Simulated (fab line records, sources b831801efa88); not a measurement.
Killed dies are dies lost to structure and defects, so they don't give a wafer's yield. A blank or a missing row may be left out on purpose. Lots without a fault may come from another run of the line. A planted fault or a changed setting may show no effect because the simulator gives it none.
fab line records | flow gf180mcu
record lots=13 wafers=39 last_day=34
route steps=602 shown MVPSD@82 VT_IMPLANT@100 CONTACT@301
lots that met no fault: from a run of the same line without faults
start_h: hours from the record's first day to the start of the lot's first wafer shown | wait_h: hours since the lot's step before | " the same as in the row above | L1.1+2: a row that stands for several wafers | - no value, or no start given | * or withheld: withheld | < > ~ a bound
route shown NAME@n: a module of which the file shows steps, and the number in the route of the first | usual: mean/standard deviation of fault-free wafers | same: alike in all rows | chamber/n: place in a boat | sites: the reading at each site | _std_site: their standard deviation | _edge_site: outer sites' mean less inner sites' | radius_mm: how far each site lies from the wafer's centre | mask NAME#n: copy n | behind: the tool/chamber that last shaped the wafer | hold: why the lot was held/for how many hours/how that ended | device: the transistor (n, p or np) that didn't switch | end of line: the same wafers' tests at the end of the route | a step without rows: its recipe alone | killed: dies lost to structure and defects at the first sort, not the wafer's yield | map: a wafer's dies, x killed, . not, _ none there
set.NAME: the setting as run; set.NAME@STEP: as run at that earlier step | model.NAME: the simulator's own value behind a step, which no gauge read
steps of the route over a sample of lots; a table a step, a row a wafer
services: from which hour (start_h, from the record's first day; less than 0 if before it) a tool's chamber was out of use, for how many hours, and why
## steps
# step GF_MVPSD_EXPOSE_04
# recipe mask_id=MVPSD target_cd_nm=1000 na=0.6 source_shape=conventional sigma_outer=0.6 dose_mj=260
# usual reticle_temp_C=23.00/0.1
# columns lot.wafer tool chamber start_h wait_h mask reticle_temp_C
L187.1 iline_stepper-02 0 112.77 - MVPSD#0 23.04
L187.4 " 0 " " MVPSD#0 23.07
L187.6 " 0 " " MVPSD#0 23.07
L188.1 iline_stepper-01 0 117.03 - MVPSD#0 23.01
L188.4 " 0 " " MVPSD#0 23.03
L188.6 " 0 " " MVPSD#0 22.95
L190.1 iline_stepper-02 0 120.51 - MVPSD#0 23.09
L190.4 " 0 " " MVPSD#0 23.01
L190.6 " 0 " " MVPSD#0 22.91
L192.1 iline_stepper-01 0 136.86 - MVPSD#0 23.04
L192.2 " 0 " " MVPSD#0 23.09
L192.3 " 0 " " MVPSD#0 23.15
L193.1 iline_stepper-01 0 145.21 - MVPSD#0 23.11
L193.2 " 0 " " MVPSD#0 23.04
L193.3 " 0 " " MVPSD#0 23.22
L194.1 iline_stepper-02 0 151.37 - MVPSD#0 23.00
L194.5 " 0 " " MVPSD#0 23.03
L194.6 " 0 " " MVPSD#0 22.96
L196.2 iline_stepper-02 0 162.76 - LVPWELL_LV_AREA#0 22.76
L196.4 " 0 " " LVPWELL_LV_AREA#0 22.86
L196.5 " 0 " " LVPWELL_LV_AREA#0 22.95
L197.2 iline_stepper-02 0 167.76 - MVPSD#0 22.95
L197.3 " 0 " " MVPSD#0 23.11
L197.6 " 0 " " MVPSD#0 23.01
L201.2 iline_stepper-01 0 191.18 - MVPSD#0 23.04
L201.3 " 0 " " MVPSD#0 22.94
L201.4 " 0 " " MVPSD#0 23.16
L204.2 iline_stepper-01 0 211.93 - MVPSD#0 23.11
L204.4 " 0 " " MVPSD#0 23.03
L204.6 " 0 " " MVPSD#0 23.01
L205.1 iline_stepper-02 0 217.93 - MVPSD#0 22.86
L205.3 " 0 " " MVPSD#0 22.98
L205.6 " 0 " " MVPSD#0 23.11
L206.1 iline_stepper-02 0 224.34 - MVPSD#0 22.90
L206.2 " 0 " " MVPSD#0 23.14
L206.5 " 0 " " MVPSD#0 22.83
L207.1 iline_stepper-01 0 229.03 - MVPSD#0 23.12
L207.2 " 0 " " MVPSD#0 22.98
L207.6 " 0 " " MVPSD#0 22.88
# step GF_MVPSD_OVL_MEAS_07
# usual MVPSD_OVL=0.2/1.3
# columns lot.wafer tool chamber start_h wait_h MVPSD_OVL[nm]
L187.1 overlay-02 - 119.81 - -0.2
L187.4 " - " " -0.3
L187.6 " - " " 1.1
L188.1 overlay-02 - 123.34 - 0.4
L188.4 " - " " 0.5
L188.6 " - " " 1.0
L190.1 overlay-02 - 128.08 - -1.0
L190.4 " - " " 0.5
L190.6 " - " " 0.1
L192.1 overlay-01 - 143.98 - -1.1
L192.2 " - " " -0.9
L192.3 " - " " 0.8
L193.1 overlay-01 - 153.76 - 1.3
L193.2 " - " " 2.4
L193.3 " - " " 0.7
L194.1 overlay-01 - 158.39 - -1.3
L194.5 " - " " -0.5
L194.6 " - " " 0.3
L196.2 overlay-01 - 171.80 - -
L196.4 " - " " -
L196.5 " - " " -
L197.2 overlay-01 - 175.51 - -0.8
L197.3 " - " " 0.4
L197.6 " - " " -0.8
L201.2 overlay-02 - 199.54 - 0.5
L201.3 " - " " 1.5
L201.4 " - " " 3.2
L204.2 overlay-02 - 220.70 - 0.9
L204.4 " - " " 2.3
L204.6 " - " " 2.1
L205.1 overlay-02 - 227.53 - 0.6
L205.3 " - " " 1.0
L205.6 " - " " -0.1
L206.1 overlay-01 - 232.63 - -2.4
L206.2 " - " " -0.7
L206.5 " - " " 0.3
L207.1 overlay-01 - 237.14 - 0.6
L207.2 " - " " 0.0
L207.6 " - " " -0.9
# step GF_MVPSD_TW_MEAS_11
# usual MVPSD_TW=556/7.3
# columns lot.wafer tool chamber start_h wait_h MVPSD_TW
L187.1 film_metro-04 - 120.24 0.1 563
L187.4 " - " " 559
L187.6 " - " " 560
L188.1 film_metro-01 - 123.78 0.1 542
L188.4 " - " " 541
L188.6 " - " " 545
L190.1 film_metro-03 - 128.52 0.1 552
L190.4 " - " " 559
L190.6 " - " " 556
L192.1 film_metro-01 - 144.42 0.1 545
L192.2 " - " " 549
L192.3 " - " " 544
L193.1 film_metro-03 - 154.19 0.1 558
L193.2 " - " " 556
L193.3 " - " " 556
L194.1 film_metro-03 - 158.83 0.1 555
L194.5 " - " " 555
L194.6 " - " " 554
L196.2 film_metro-04 - 172.24 0.1 30
L196.4 " - " " 31
L196.5 " - " " 30
L197.2 film_metro-01 - 175.95 0.1 544
L197.3 " - " " 543
L197.6 " - " " 542
L201.2 film_metro-01 - 199.98 0.1 555
L201.3 " - " " 549
L201.4 " - " " 552
L204.2 film_metro-04 - 221.14 0.1 563
L204.4 " - " " 562
L204.6 " - " " 562
L205.1 film_metro-04 - 227.97 0.1 558
L205.3 " - " " 560
L205.6 " - " " 560
L206.1 film_metro-03 - 233.07 0.1 561
L206.2 " - " " 566
L206.5 " - " " 566
L207.1 film_metro-04 - 237.58 0.1 562
L207.2 " - " " 560
L207.6 " - " " 562
# step GF_VT_IMPLANT_TW_MEAS_10
# usual VT_IMPLANT_TW=569/5.1
# columns lot.wafer tool chamber start_h wait_h VT_IMPLANT_TW
L187.1 film_metro-03 - 136.49 0.1 569
L187.4 " - " " 564
L187.6 " - " " 565
L188.1 film_metro-02 - 139.55 0.1 561
L188.4 " - " " 559
L188.6 " - " " 560
L190.1 film_metro-04 - 144.33 0.1 577
L190.4 " - " " 576
L190.6 " - " " 575
L192.1 film_metro-02 - 161.10 0.1 563
L192.2 " - " " 564
L192.3 " - " " 567
L193.1 film_metro-02 - 171.69 0.1 564
L193.2 " - " " 568
L193.3 " - " " 565
L194.1 film_metro-02 - 176.18 0.1 563
L194.5 " - " " 565
L194.6 " - " " 565
L196.2 film_metro-02 - 189.51 0.1 693
L196.4 " - " " 699
L196.5 " - " " 699
L197.2 film_metro-03 - 193.40 0.1 561
L197.3 " - " " 561
L197.6 " - " " 561
L201.2 film_metro-04 - 217.26 0.1 570
L201.3 " - " " 572
L201.4 " - " " 570
L204.2 film_metro-03 - 238.90 0.1 577
L204.4 " - " " 573
L204.6 " - " " 576
L205.1 film_metro-02 - 246.30 0.1 567
L205.3 " - " " 565
L205.6 " - " " 568
L206.1 film_metro-03 - 252.13 0.1 571
L206.2 " - " " 570
L206.5 " - " " 574
L207.1 film_metro-03 - 256.58 0.1 571
L207.2 " - " " 574
L207.6 " - " " 571
# step GF_VT_IMPLANT_STRIP_42
# recipe chemistry=O2/N2 power_w=1400 pressure_mtorr=1500 platen_temp_c=250 o2_flow_sccm=3000 n2_flow_sccm=300 overash_fraction=0.5
# usual chamber_pressure_mTorr=1500.0/1.3 drypump_motor_current_A=5.7/0.55 heater_power_w=335/42 oes_product_au=0.716/0.004 platen_temp_c=249.98/0.18 strip_time_to_endpoint_s=12.62/0.035
# columns lot.wafer tool chamber start_h wait_h chamber_pressure_mTorr drypump_motor_current_A heater_power_w oes_product_au platen_temp_c rf_hours_counter_h strip_time_to_endpoint_s
L187.1 plasma_asher-02 0 185.78 0.1 1499.8 5.3 392 0.712 250.16 8 12.62
L187.4 " 0 " " 1498.2 5.2 396 0.721 249.73 - 12.60
L187.6 " 1 " " 1496.4 5.6 297 0.721 249.81 - 12.60
L188.1 plasma_asher-04 0 190.69 0.1 1500.8 6.6 384 0.718 249.58 54 12.67
L188.4 " 0 " " 1500.3 6.6 397 0.716 249.70 - 12.61
L188.6 " 1 " " 1499.1 5.6 292 0.711 249.97 - 12.64
L190.1 plasma_asher-01 0 194.89 0.1 1501.0 4.9 308 0.718 250.08 41 12.65
L190.4 " 0 " " 1499.5 4.9 311 0.718 249.98 - 12.69
L190.6 " 1 " " 1500.9 6.2 329 0.723 250.07 - 12.67
L192.1 plasma_asher-02 0 213.18 0.1 1499.2 5.3 394 0.715 250.22 11 12.61
L192.2 " 1 " " 1499.9 5.6 302 0.714 250.32 11 12.58
L192.3 " 1 " " 1498.7 5.6 294 0.713 250.13 - 12.60
L193.1 plasma_asher-02 1 224.05 0.1 1499.8 5.6 299 0.712 249.77 12 12.69
L193.2 " 0 " " 1500.7 5.3 389 0.710 249.94 12 12.71
L193.3 " 1 " " 1499.9 5.6 292 0.717 249.88 - 12.68
L194.1 plasma_asher-01 0 229.69 0.1 1499.8 4.9 308 0.717 249.94 44 12.66
L194.5 " 1 " " 1500.3 6.2 330 0.719 249.85 - 12.63
L194.6 " 0 " " 1501.6 4.9 312 0.717 249.92 - 12.62
L196.2 plasma_asher-01 0 242.54 0.1 1500.9 4.9 308 0.723 249.93 46 12.58
L196.4 " 0 " " 1501.2 4.9 316 0.722 250.09 - 12.57
L196.5 " 1 " " 1499.6 6.2 334 0.717 250.31 - 12.55
L197.2 plasma_asher-04 1 248.19 0.1 1501.6 5.5 285 0.721 250.27 61 12.62
L197.3 " 0 " " 1499.5 6.6 392 0.712 250.11 - 12.61
L197.6 " 1 " " 1500.5 5.5 286 0.709 250.05 - 12.64
L201.2 plasma_asher-04 1 274.74 0.1 1501.6 5.5 287 0.712 250.17 64 12.61
L201.3 " 0 " " 1499.1 6.6 386 0.712 249.73 - 12.56
L201.4 " 1 " " 1498.4 5.5 288 0.713 250.08 - 12.62
L204.2 plasma_asher-01 1 297.40 0.1 1498.6 6.2 331 0.718 249.97 52 12.61
L204.4 " 1 " " 1499.7 6.2 320 0.714 250.10 - 12.64
L204.6 " 1 " " 1503.8 6.2 326 0.709 250.19 - 12.61
L205.1 plasma_asher-02 1 304.99 0.1 1500.9 5.6 298 0.724 250.41 20 12.69
L205.3 " 0 " " 1501.7 5.3 392 0.723 249.83 - 12.69
L205.6 " 0 " " 1498.9 5.3 388 0.718 249.64 - 12.62
L206.1 plasma_asher-02 0 311.13 0.1 1499.1 5.3 396 0.721 249.90 21 12.61
L206.2 " 1 " " 1503.5 5.6 306 0.708 249.95 21 12.60
L206.5 " 1 " " 1498.7 5.6 298 0.723 249.97 - 12.69
L207.1 plasma_asher-04 0 316.14 0.1 1499.0 6.6 399 0.715 249.90 68 12.62
L207.2 " 1 " " 1498.8 5.5 292 0.715 249.77 68 12.67
L207.6 " 1 " " 1502.4 5.5 291 0.720 249.83 - 12.62
# step GF_CONTACT_CD_MEAS_14
# recipe target_cd_nm=220
# usual cd_nm=219.8/1.6
# columns lot.wafer tool chamber start_h wait_h cd_nm
L187.1 cd_sem-01 - 405.88 0.1 223.0
L187.4 " - " " 222.6
L187.6 " - " " 222.2
L188.1 cd_sem-01 - 408.49 0.1 220.8
L188.4 " - " " 221.3
L188.6 " - " " 220.3
L190.1 cd_sem-02 - 415.08 0.1 217.5
L190.4 " - " " 218.1
L190.6 " - " " 217.9
L192.1 cd_sem-02 - 433.90 0.1 220.0
L192.2 " - " " 218.5
L192.3 " - " " 218.8
L193.1 cd_sem-01 - 449.20 0.1 220.8
L193.2 " - " " 219.7
L193.3 " - " " 220.5
L194.1 cd_sem-02 - 460.68 0.1 218.8
L194.5 " - " " 219.9
L194.6 " - " " 220.0
L196.2 cd_sem-02 - 468.52 0.1 222.1
L196.4 " - " " 221.9
L196.5 " - " " 222.8
L197.2 cd_sem-01 - 478.45 0.1 223.4
L197.3 " - " " 221.9
L197.6 " - " " 221.2
L201.2 cd_sem-02 - 511.65 0.1 220.8
L201.3 " - " " 220.1
L201.4 " - " " 221.8
L204.2 cd_sem-02 - 539.17 0.1 217.7
L204.4 " - " " 218.5
L204.6 " - " " 218.7
L205.1 cd_sem-02 - 542.60 0.1 219.8
L205.3 " - " " 218.9
L205.6 " - " " 219.7
L206.1 cd_sem-02 - 551.05 0.1 220.2
L206.2 " - " " 218.3
L206.5 " - " " 218.3
L207.1 cd_sem-01 - 559.68 0.1 220.1
L207.2 " - " " 220.9
L207.6 " - " " 221.0
# step GF_CONTACT_ETCH_16
# recipe chemistry=N2/H2 target_depth_a=withheld overetch_a=withheld time_s=withheld target=BARC ion_energy_ev=200 source_w=500 bias_w=100 pressure_mtorr=30 n2_flow_sccm=100 h2_flow_sccm=200
# usual chamber_pressure_mTorr=29.997/0.028 drypump_motor_current_A=5.8/0.36 oes_product_au=0.855/0.0048 throttle_valve_pct=13.225/0.0088
# columns lot.wafer tool chamber start_h wait_h chamber_pressure_mTorr drypump_motor_current_A oes_product_au throttle_valve_pct
L187.1 rie_diel-04 2 406.03 0.0 29.990 5.9 0.857 13.224
L187.4 " 0 " " 30.007 5.7 0.857 13.222
L187.6 " 3 " " 30.004 5.9 0.850 13.215
L188.1 rie_diel-02 2 408.65 0.0 30.010 5.6 0.850 13.222
L188.4 " 1 " " 29.965 5.7 0.862 13.232
L188.6 " 2 " " 30.050 5.6 0.852 13.218
L190.1 rie_diel-04 0 415.23 0.0 30.015 5.6 0.848 13.231
L190.4 " 1 " " 29.995 5.2 0.851 13.214
L190.6 " 0 " " 30.004 5.6 0.852 13.226
L192.1 rie_diel-02 3 434.06 0.0 30.031 6.2 0.855 13.226
L192.2 " 1 " " 29.980 5.7 0.855 13.206
L192.3 " 0 " " 29.978 6.3 0.851 13.229
L193.1 rie_diel-04 0 449.36 0.0 30.004 5.6 0.850 13.221
L193.2 " 1 " " 30.003 5.1 0.864 13.235
L193.3 " 3 " " 30.003 6.0 0.848 13.208
L194.1 rie_diel-03 2 460.83 0.0 29.971 6.2 0.855 13.234
L194.5 " 3 " " 30.029 5.3 0.855 13.218
L194.6 " 2 " " 29.995 6.2 0.859 13.225
L196.2 rie_diel-02 2 468.66 0.0 30.008 5.6 0.845 13.226
L196.4 " 0 " " 29.938 6.3 0.854 13.220
L196.5 " 0 " " 30.076 6.3 0.856 13.221
L197.2 rie_diel-02 0 478.58 0.0 29.969 6.3 0.856 13.226
L197.3 " 1 " " 30.009 5.7 0.856 13.225
L197.6 " 1 " " 30.013 5.7 0.855 13.242
L201.2 rie_diel-03 0 511.78 0.0 30.031 6.1 0.853 13.225
L201.3 " 2 " " 30.035 6.2 0.870 13.224
L201.4 " 1 " " 30.002 5.5 0.863 13.227
L204.2 rie_diel-04 1 539.31 0.0 30.000 5.1 0.849 13.239
L204.4 " 2 " " 29.994 5.9 0.854 13.232
L204.6 " 0 " " 29.993 5.6 0.858 13.227
L205.1 rie_diel-03 3 542.76 0.0 29.980 5.3 0.855 13.223
L205.3 " 1 " " 30.016 5.5 0.858 13.211
L205.6 " 1 " " 29.965 5.5 0.853 13.206
L206.1 rie_diel-02 1 551.21 0.0 30.013 5.7 0.842 13.219
L206.2 " 3 " " 30.010 6.2 0.848 13.220
L206.5 " 0 " " 29.895 6.3 0.854 13.226
L207.1 rie_diel-02 0 559.83 0.0 30.018 6.3 0.855 13.221
L207.2 " 1 " " 29.969 5.7 0.863 13.214
L207.6 " 3 " " 30.006 6.2 0.860 13.246
## services
# columns tool chamber start_h hours kind
rie_diel-02 0 97.29 4.4 repair
iline_stepper-02 - 98.95 1.7 pm
plasma_asher-02 - 108.75 9.0 pm
iline_stepper-01 - 120.34 1.7 pm
plasma_asher-02 - 147.64 2.1 repair
iline_stepper-01 - 155.67 3.0 repair
rie_diel-02 2 156.10 4.7 repair
rie_diel-02 - 171.67 2.8 pm
rie_diel-02 2 278.75 3.2 repair
rie_diel-02 - 287.68 0.8 repair
iline_stepper-02 - 317.13 1.7 pm
iline_stepper-01 - 322.88 9.0 repair
rie_diel-02 2 325.48 2.9 repair
rie_diel-02 3 337.80 7.6 repair
iline_stepper-01 - 338.52 1.7 pm
iline_stepper-01 - 360.27 20.1 repair
iline_stepper-02 - 380.41 8.9 pm
rie_diel-02 2 394.62 5.0 repair
rie_diel-02 2 422.17 15.0 repair
iline_stepper-02 - 479.98 1.9 repair
rie_diel-02 2 484.00 10.5 repair
iline_stepper-02 - 535.37 1.7 pm
iline_stepper-02 - 552.16 2.1 pm
iline_stepper-01 - 556.70 1.7 pm
## key
first_sign step=GF_MVPSD_EXPOSE_04 reading=mask direction=changed
effect step=GF_MVPSD_OVL_MEAS_07 reading=MVPSD_OVL direction=missing
effect step=GF_MVPSD_TW_MEAS_11 reading=MVPSD_TW direction=down sigmas=72 usual=556 struck=31
effect step=GF_VT_IMPLANT_TW_MEAS_10 reading=VT_IMPLANT_TW direction=up sigmas=25 usual=569 struck=697
met_at GF_MVPSD_EXPOSE_04
struck_lots L196
sort_left_out L196.2,L196.4,L196.5
tester_left_out L196
not_acting_at GF_VT_IMPLANT_STRIP_42,GF_CONTACT_CD_MEAS_14,GF_CONTACT_ETCH_16
onset_between 151.37 162.76
fault kind=wrong_mask tool=any chamber=- onset_h=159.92 steps=GF_MVPSD_EXPOSE_04 aux_copy=LVPWELL_LV_AREA#0 scope=struck_lots_only
# tester_left_out: of these lots the tester's yield and bins aren't shown, on N5 and GAA mostly nor the transistor test; their killed dies are dies lost to structure and defects alone, not to doping, threshold or leakage, so they don't give the yield
# sort_left_out: the simulated sort isn't trusted on such a fault, so these wafers' sort isn't shown, and their yield isn't known
